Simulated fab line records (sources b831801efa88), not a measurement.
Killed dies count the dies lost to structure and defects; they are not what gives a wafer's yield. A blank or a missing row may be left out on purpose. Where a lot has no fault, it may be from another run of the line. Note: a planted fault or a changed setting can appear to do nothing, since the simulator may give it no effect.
Which of the tools did it? / flow sky130 / 11 lots with 33 wafers sampled at 5 steps, on a route of 708 steps

## WHAT THE GAUGES SHOWED, per wafer
SKY_VT_ADJUST_HVTR_OVL_MEAS_08.
lot=L105; measured=day 9 11:50; on=overlay-01; VT_ADJUST_HVTR_OVL (nm)=-3.8 -1.9 -3.2
lot=L109; measured=day 10 17:49; on=overlay-01; VT_ADJUST_HVTR_OVL (nm)=0.5 -0.7 0.6
lot=L110; measured=day 11 03:28; on=overlay-02; VT_ADJUST_HVTR_OVL (nm)=0.0 -0.9 -0.5
lot=L111; measured=day 11 09:47; on=overlay-02; VT_ADJUST_HVTR_OVL (nm)=-0.5 0.3 -0.8
lot=L112; measured=day 11 19:17; on=overlay-02; VT_ADJUST_HVTR_OVL (nm)=-1.4 -3.5 -1.3
lot=L120; measured=day 14 02:17; on=overlay-02; VT_ADJUST_HVTR_OVL (nm)=-0.7 0.6 -2.1
lot=L121; measured=day 14 06:49; on=overlay-01; VT_ADJUST_HVTR_OVL (nm)=0.0 0.0 -0.9
lot=L122; measured=day 15 03:04; on=overlay-01; VT_ADJUST_HVTR_OVL (nm)=1.2 0.0 2.4
lot=L123; measured=day 15 03:30; on=overlay-01; VT_ADJUST_HVTR_OVL (nm)=-1.2 -0.3 0.3
lot=L126; measured=day 15 19:13; on=overlay-02; VT_ADJUST_HVTR_OVL (nm)=-0.8 1.5 -0.6
lot=L127; measured=day 16 04:49; on=overlay-02; VT_ADJUST_HVTR_OVL (nm)=0.2 1.6 1.7

SKY_VT_ADJUST_PCH_TW_MEAS_10.
lot=L105; measured=day 10 10:48; on=film-metro-03; VT_ADJUST_PCH_TW=144.3 143.9 143.5
lot=L109; measured=day 11 18:01; on=film-metro-03; VT_ADJUST_PCH_TW=142.7 143.3 143.1
lot=L110; measured=day 12 03:29; on=film-metro-03; VT_ADJUST_PCH_TW=143.6 143.5 143.7
lot=L111; measured=day 12 10:26; on=film-metro-04; VT_ADJUST_PCH_TW=142.8 143.7 143.6
lot=L112; measured=day 12 19:39; on=film-metro-04; VT_ADJUST_PCH_TW=143.5 142.6 143.3
lot=L120; measured=day 15 06:00; on=film-metro-03; VT_ADJUST_PCH_TW=143.8 144.0 144.1
lot=L121; measured=day 15 10:02; on=film-metro-03; VT_ADJUST_PCH_TW=143.5 143.5 144.3
lot=L122; measured=day 16 06:46; on=film-metro-03; VT_ADJUST_PCH_TW=144.4 145.3 144.8
lot=L123; measured=day 16 07:28; on=film-metro-04; VT_ADJUST_PCH_TW=141.9 142.8 142.0
lot=L126; measured=day 16 23:23; on=film-metro-02; VT_ADJUST_PCH_TW=144.0 144.1 143.3
lot=L127; measured=day 17 08:29; on=film-metro-02; VT_ADJUST_PCH_TW=142.0 142.9 142.6

SKY_POLY_GATE_THK_MEAS_01.
lot=L105; measured=day 13 21:34; on=film-metro-04; POLY_GATE_CVD_00_THK (nm)=179.9 181.7 180.1
lot=L109; measured=day 15 10:20; on=film-metro-03; POLY_GATE_CVD_00_THK (nm)=179.2 178.7 179.0
lot=L110; measured=day 15 21:19; on=film-metro-02; POLY_GATE_CVD_00_THK (nm)=123.6 115.7 119.4
lot=L111; measured=day 16 01:37; on=film-metro-03; POLY_GATE_CVD_00_THK (nm)=162.5 154.5 135.9
lot=L112; measured=day 16 18:55; on=film-metro-02; POLY_GATE_CVD_00_THK (nm)=115.1 109.9 110.2
lot=L120; measured=day 19 07:53; on=film-metro-04; POLY_GATE_CVD_00_THK (nm)=180.7 181.9 180.9
lot=L121; measured=day 19 14:14; on=film-metro-02; POLY_GATE_CVD_00_THK (nm)=184.5 184.3 183.6
lot=L122; measured=day 20 08:50; on=film-metro-04; POLY_GATE_CVD_00_THK (nm)=183.8 185.1 184.7
lot=L123; measured=day 20 11:47; on=film-metro-04; POLY_GATE_CVD_00_THK (nm)=185.2 183.6 184.0
lot=L126; measured=day 21 04:18; on=film-metro-03; POLY_GATE_CVD_00_THK (nm)=182.5 182.9 181.6
lot=L127; measured=day 21 13:29; on=film-metro-03; POLY_GATE_CVD_00_THK (nm)=181.0 179.7 180.6

SKY_POLY_GATE_THK_MEAS_04.
lot=L105; measured=day 15 01:31; on=film-metro-03; POLY_GATE_CVD_03_THK (nm)=74.4 74.7 75.3
lot=L109; measured=day 16 17:35; on=film-metro-04; POLY_GATE_CVD_03_THK (nm)=75.3 75.1 74.9
lot=L110; measured=day 17 02:30; on=film-metro-04; POLY_GATE_CVD_03_THK (nm)=74.8 75.5 75.5
lot=L111; measured=day 17 06:08; on=film-metro-02; POLY_GATE_CVD_03_THK (nm)=74.8 74.7 74.6
lot=L112; measured=day 18 03:19; on=film-metro-04; POLY_GATE_CVD_03_THK (nm)=75.1 74.8 74.7
lot=L120; measured=day 20 16:33; on=film-metro-03; POLY_GATE_CVD_03_THK (nm)=74.0 74.6 74.8
lot=L121; measured=day 21 00:40; on=film-metro-02; POLY_GATE_CVD_03_THK (nm)=75.0 75.5 75.5
lot=L122; measured=day 21 17:00; on=film-metro-02; POLY_GATE_CVD_03_THK (nm)=74.5 74.7 75.2
lot=L123; measured=day 21 19:43; on=film-metro-02; POLY_GATE_CVD_03_THK (nm)=75.9 75.7 76.0
lot=L126; measured=day 22 12:49; on=film-metro-03; POLY_GATE_CVD_03_THK (nm)=75.8 75.6 76.0
lot=L127; measured=day 22 21:31; on=film-metro-02; POLY_GATE_CVD_03_THK (nm)=74.1 74.1 74.4

## WHICH TOOL RAN EACH LOT (tool, then ch and the chambers of the sampled wafers, then the start)
lot=L105; SKY_POLY_GATE_CVD_00=lpcvd-01 ch 1, day 13 20:21
lot=L109; SKY_POLY_GATE_CVD_00=lpcvd-01 ch 1, day 15 09:08
lot=L110; SKY_POLY_GATE_CVD_00=lpcvd-01 ch 1, day 15 20:07
lot=L111; SKY_POLY_GATE_CVD_00=lpcvd-01 ch 1, day 16 00:25
lot=L112; SKY_POLY_GATE_CVD_00=lpcvd-01 ch 1, day 16 17:43
lot=L120; SKY_POLY_GATE_CVD_00=lpcvd-01 ch 0, day 19 06:40
lot=L121; SKY_POLY_GATE_CVD_00=lpcvd-01 ch 1, day 19 13:02
lot=L122; SKY_POLY_GATE_CVD_00=lpcvd-01 ch 1, day 20 07:38
lot=L123; SKY_POLY_GATE_CVD_00=lpcvd-01 ch 0, day 20 10:34
lot=L126; SKY_POLY_GATE_CVD_00=lpcvd-01 ch 1, day 21 03:06
lot=L127; SKY_POLY_GATE_CVD_00=lpcvd-01 ch 1, day 21 12:17
- SKY_POLY_GATE_CVD_00: deposits poly-Si, target thk 180 nm, time 720 s.

## WHAT THE TOOLS THEMSELVES READ (means of the sampled wafers that have a number; where no wafer has one, the mark that the record gives instead)
SKY_POLY_GATE_CVD_00.
lot=L105; tool=lpcvd-01; spike-tc-centre-C (C)=619.7; spike-tc-top-C (C)=638.3; spike-tc-upper-C (C)=618.9; zone-power-centre-pct (%)=8.0; zone-power-lower-pct (%)=8.32; zone-power-top-pct (%)=18.4; zone-power-upper-pct (%)=7.3
lot=L109; tool=lpcvd-01; spike-tc-centre-C (C)=619.7; spike-tc-top-C (C)=637.8; spike-tc-upper-C (C)=619.2; zone-power-centre-pct (%)=7.9; zone-power-lower-pct (%)=8.48; zone-power-top-pct (%)=18.6; zone-power-upper-pct (%)=7.4
lot=L110; tool=lpcvd-01; spike-tc-centre-C (C)=625.5; spike-tc-top-C (C)=647.6; spike-tc-upper-C (C)=570.2; zone-power-centre-pct (%)=11.6; zone-power-lower-pct (%)=7.96; zone-power-top-pct (%)=23.6; zone-power-upper-pct (%)=0.0
lot=L111; tool=lpcvd-01; spike-tc-centre-C (C)=624.8; spike-tc-top-C (C)=647.3; spike-tc-upper-C (C)=570.8; zone-power-centre-pct (%)=11.5; zone-power-lower-pct (%)=7.98; zone-power-top-pct (%)=23.7; zone-power-upper-pct (%)=0.0
lot=L112; tool=lpcvd-01; spike-tc-centre-C (C)=625.7; spike-tc-top-C (C)=646.4; spike-tc-upper-C (C)=571.1; zone-power-centre-pct (%)=11.5; zone-power-lower-pct (%)=7.93; zone-power-top-pct (%)=24.0; zone-power-upper-pct (%)=0.0
lot=L120; tool=lpcvd-01; spike-tc-centre-C (C)=618.9; spike-tc-top-C (C)=642.2; spike-tc-upper-C (C)=617.4; zone-power-centre-pct (%)=9.9; zone-power-lower-pct (%)=8.91; zone-power-top-pct (%)=17.5; zone-power-upper-pct (%)=8.9
lot=L121; tool=lpcvd-01; spike-tc-centre-C (C)=619.0; spike-tc-top-C (C)=639.3; spike-tc-upper-C (C)=619.2; zone-power-centre-pct (%)=7.9; zone-power-lower-pct (%)=8.41; zone-power-top-pct (%)=18.6; zone-power-upper-pct (%)=7.5
lot=L122; tool=lpcvd-01; spike-tc-centre-C (C)=618.6; spike-tc-top-C (C)=637.6; spike-tc-upper-C (C)=619.5; zone-power-centre-pct (%)=8.0; zone-power-lower-pct (%)=8.47; zone-power-top-pct (%)=18.7; zone-power-upper-pct (%)=7.4
lot=L123; tool=lpcvd-01; spike-tc-centre-C (C)=619.5; spike-tc-top-C (C)=642.7; spike-tc-upper-C (C)=618.2; zone-power-centre-pct (%)=9.8; zone-power-lower-pct (%)=8.86; zone-power-top-pct (%)=17.5; zone-power-upper-pct (%)=9.0
lot=L126; tool=lpcvd-01; spike-tc-centre-C (C)=619.1; spike-tc-top-C (C)=638.6; spike-tc-upper-C (C)=619.3; zone-power-centre-pct (%)=7.9; zone-power-lower-pct (%)=8.42; zone-power-top-pct (%)=18.6; zone-power-upper-pct (%)=7.5
lot=L127; tool=lpcvd-01; spike-tc-centre-C (C)=619.4; spike-tc-top-C (C)=638.2; spike-tc-upper-C (C)=619.7; zone-power-centre-pct (%)=7.9; zone-power-lower-pct (%)=8.38; zone-power-top-pct (%)=18.7; zone-power-upper-pct (%)=7.5

## THE ANSWER, worked out from the rows above alone
Rule: the lots themselves supply what counts as usual. Put in order of their means at a reading, lots are off if they are a third of the lots or fewer, leave a main group of 4 or more, and stand apart from it by a gap of 3 or more times the standard deviation of the main group's means; of several such gaps the widest counts. Not used: any main group whose means are identical at the precision the tables above print for the reading. A lot without any number at a reading at which 4 lots or more have one is off too. Where the step has rows for the other lots, those lots are counted as sound. First the gauges in route order, then the tools' own readings, where a lot's mean is used as printed above. The first step at which some lot is off is used, and at that step the reading that is off furthest; a lot without a number counts as furthest.
Off: L110, L111, L112, seen at SKY_POLY_GATE_THK_MEAS_01 (POLY_GATE_CVD_00_THK). For the main group the mean is 182.1 nm and the standard deviation 2.
If a tool, at a process step before that reading, ran all the lots that are off and no sound lot after the first of them, it fits. Not tried: the gauges at SKY_POLY_GATE_THK_MEAS_01; whatever is off there is also off at SKY_POLY_GATE_CVD_00, on other tools, and gauge error can't account for it. Not one of the candidates tried fits.

## WHAT THE SIMULATOR HAD PUT IN
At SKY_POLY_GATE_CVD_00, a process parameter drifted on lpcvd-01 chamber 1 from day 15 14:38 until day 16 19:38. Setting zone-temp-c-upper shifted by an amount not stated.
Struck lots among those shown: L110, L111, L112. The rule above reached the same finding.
